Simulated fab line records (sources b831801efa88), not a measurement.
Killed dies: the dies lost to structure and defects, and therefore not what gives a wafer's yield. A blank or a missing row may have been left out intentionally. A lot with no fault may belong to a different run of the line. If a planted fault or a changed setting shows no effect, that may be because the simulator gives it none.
Problem report, 8D (eight disciplines) form, completed by code / flow sky130 / the parts of the form that need people (team, actions taken, sign-off) are left out

## 1. WHAT IS WRONG
Across 3 wafers from 2 lots, VIA4_W_RS at SKY_VIA4_RS_MEAS_19 averages 0.257 ohm/sq, while fault-free wafers read 0.227 ohm/sq with a standard deviation of 0.0032. That puts it +9.5 standard deviations away from the usual mean.
The step: measures by four-point-probe.
The first sign was on wafer L488.3 at day 45 16:41, on film metro-01. Wafers with a number at this step in the record: 31, from 11 lots. The rule behind "out" and "out of limits": a value lying over 4 standard deviations away from the usual mean. The rest of the wafers with a number are treated as sound.

## 2. WHAT IT IS, WHAT IT ISN'T
question=which readings at this step | is=VIA4_W_RS | is not=-
question=which lots | is=L488, L490 | is not=L479, L481, L483, L484, L492, L493, L497, L499, L502
question=which wafers of those lots | is=L488.3, L488.6, L490.4 | is not=L490.1
question=read on which gauges | is=film metro-01, film metro-03 | is not=film metro-04
question=when | is=from day 45 16:41 | is not=up to then (12 sound wafers); but 16 sound wafers of L490, L492, L493, L497, L499, L502 came after

## 3. WHAT RULES OUT EACH SUSPECT
Counting: if a tool at a process step up to the reading ran every lot that is out, it stays a suspect. Sound lots after the first of them don't rule it out here, since some wafers of a struck lot are sound.
- ruled out: the gauge at SKY_VIA4_RS_MEAS_19. The wafers that are out were read on 2 gauges (film metro-01, film metro-03).
- cvd w-01 at SKY_VIA4_CVD_18 (deposits W, target thk 505 nm, time 152.14 s): kept. Every lot that is out went through it, the first being L488 (day 45 16:32); the last sound lot it ran before that was L484 (day 44 21:37).
- The sound lot-mates ran in chamber 1 of cvd w-01 at SKY_VIA4_CVD_18, but the wafers that are out ran in chamber 0.
Remaining after the count: cvd w-01 at SKY_VIA4_CVD_18.

## 4. THE CAUSE (what the simulator had put in)
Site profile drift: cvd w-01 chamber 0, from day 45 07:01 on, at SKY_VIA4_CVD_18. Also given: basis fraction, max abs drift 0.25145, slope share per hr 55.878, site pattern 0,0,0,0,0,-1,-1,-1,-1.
This tool alone remained once counting was done.

## 5. THE EFFECT CHAIN, in route order
Each row: a reading where the mean over the struck wafers with a number is more than 3 standard deviations away from the usual. Only readings for which the record gives a usual standard deviation are gone through. hours: the time from each lot's start at the first step in this table that gives one to its start at this step, as a median over the lots. sigmas: the change in usual standard deviations.
hours=0; step=SKY_VIA4_RS_MEAS_19; reading=VIA4_W_RS; usual=0.227 ohm/sq; on struck wafers=0.257; change=+0.030; sigmas=+9.5
hours=0; step=SKY_VIA4_THK_MEAS_20; reading=VIA4_W_THK; usual=510 nm; on struck wafers=464; change=-46; sigmas=-5.7
Later measuring or inspecting steps at which every struck wafer that the step has a row for has a number for every such reading, and none has moved that far: SKY_PASSIVATION_THK_MEAS_01.

## 6. HOW IT WOULD HAVE BEEN CAUGHT EARLIER
10 hours passed between the start of the fault at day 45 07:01 and the first reading out of limits at a measuring or inspecting step in this record, taken at day 45 16:41.
No tool reading at SKY_VIA4_CVD_18 that has a usual standard deviation in the record was out on any struck wafer, so an alarm limit of 4 standard deviations on those readings would not have fired.
Of the lots that are out (2), L490 began SKY_VIA4_CVD_18 on cvd w-01 after day 45 16:41. Putting the tool on hold at that point would have spared it.
